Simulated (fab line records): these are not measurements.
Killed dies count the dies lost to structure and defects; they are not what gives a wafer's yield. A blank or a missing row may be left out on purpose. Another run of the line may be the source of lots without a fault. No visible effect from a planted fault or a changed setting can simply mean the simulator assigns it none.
Comparing a struck lot with a sound one | flow gf180mcu | 19 out of 602 route steps
Sound: the wafers L924.1, L924.5, L924.6. The struck wafers were L934.2, L934.4, L934.6. The cause is named last.
Order at every step that has rows: each side's tool, ch and its chambers, its first start. Under that, the readings that differ: sound wafers | struck wafers | difference of the means | sigmas: that difference in standard deviations of wafers without a fault.
alike: a reading whose means differ by less than 2 such deviations, as well as words and numbers matching on both sides. not compared: withheld readings; readings where some wafer has no value; bounds like >300 that might hide an equal value; numbers whose values overlap and for which the record gives no deviation.
A row with sigmas, a row that says differs or no value, or rows on one side alone: a step with any of these is where the two part. Numbers that don't overlap but have no deviation are shown without sigmas and don't part them. A reading missing from all wafers of one side parts the sides only when that side holds two or more wafers.

first, 3 steps without rows for these wafers: GF_MVPSD_EXPOSE_04 (exposes mask MVPSD, target cd 1000 nm); GF_MVPSD_PEB_05; GF_MVPSD_DEVELOP_06 (develop time 60 s).
GF_MVPSD_OVL_MEAS_07:
  sound on overlay-02, day 6 06:26; struck on overlay-01, day 8 18:40
  alike: MVPSD_OVL
then, 2 steps without rows for these wafers: GF_MVPSD_IMPLANT_08; GF_MVPSD_IMPLANT_09.
GF_MVPSD_STRIP_10: strips in O2/N2.
  sound on plasma-asher-03 ch 0,1, day 6 06:46; struck on plasma-asher-01 ch 0,1, day 8 18:59
  alike: drypump-motor-current-A, heater-power-w, oes-product-au, strip-time-to-endpoint-s
  not compared: rf-hours-counter-h
GF_MVPSD_TW_MEAS_11:
  sound on film-metro-04, day 6 06:52; struck on film-metro-03, day 8 19:06
  alike: MVPSD_TW
then, 4 steps without rows for these wafers: GF_VT_IMPLANT_DEHYDRATE_00 (time 60 s); GF_VT_IMPLANT_HMDS_01 (prime time 60 s); GF_VT_IMPLANT_COAT_02 (resist thk 1000 nm); GF_VT_IMPLANT_SOFTBAKE_03 (time 60 s).
GF_VT_IMPLANT_EXPOSE_04: exposes mask LVPWELL LV AREA, target cd 600 nm.
  sound on iline-stepper-01 ch 0, day 6 14:23; struck on iline-stepper-02 ch 0, day 9 03:16
  reading | sound                                                 | struck                  | difference | sigmas
  mask    | LVPWELL_LV_AREA#0 LVPWELL_LV_AREA#0 LVPWELL_LV_AREA#0 | MVPSD#0 MVPSD#0 MVPSD#0 | differs    |
then, 2 steps without rows for these wafers: GF_VT_IMPLANT_PEB_05; GF_VT_IMPLANT_DEVELOP_06 (develop time 60 s).
GF_VT_IMPLANT_OVL_MEAS_07:
  sound on overlay-01, day 6 21:29; struck on overlay-01, day 9 11:17
  reading             | sound          | struck | difference                    | sigmas
  VT_IMPLANT_OVL (nm) | -1.5 -2.6 -2.4 | - - -  | no value on the struck wafers |
following that, these wafers have no rows for 1 step: GF_VT_IMPLANT_IMPLANT_08.
GF_VT_IMPLANT_STRIP_09: strips in O2/N2.
  sound on plasma-asher-01 ch 0,1, day 6 21:40; struck on plasma-asher-02 ch 0,1, day 9 11:28
  alike: drypump-motor-current-A, heater-power-w, oes-product-au, strip-time-to-endpoint-s
  not compared: rf-hours-counter-h
GF_VT_IMPLANT_TW_MEAS_10:
  sound on film-metro-03, day 6 21:46; struck on film-metro-04, day 9 11:48
  reading       | sound       | struck   | difference | sigmas
  VT_IMPLANT_TW | 563 562 568 | 30 30 30 | -534       | -55
  not compared: hold

== WHERE THEY PART ==
Last at GF_VT_IMPLANT_TW_MEAS_10 as far as this record goes, first at GF_VT_IMPLANT_EXPOSE_04.

WHY: whatever the simulator had introduced
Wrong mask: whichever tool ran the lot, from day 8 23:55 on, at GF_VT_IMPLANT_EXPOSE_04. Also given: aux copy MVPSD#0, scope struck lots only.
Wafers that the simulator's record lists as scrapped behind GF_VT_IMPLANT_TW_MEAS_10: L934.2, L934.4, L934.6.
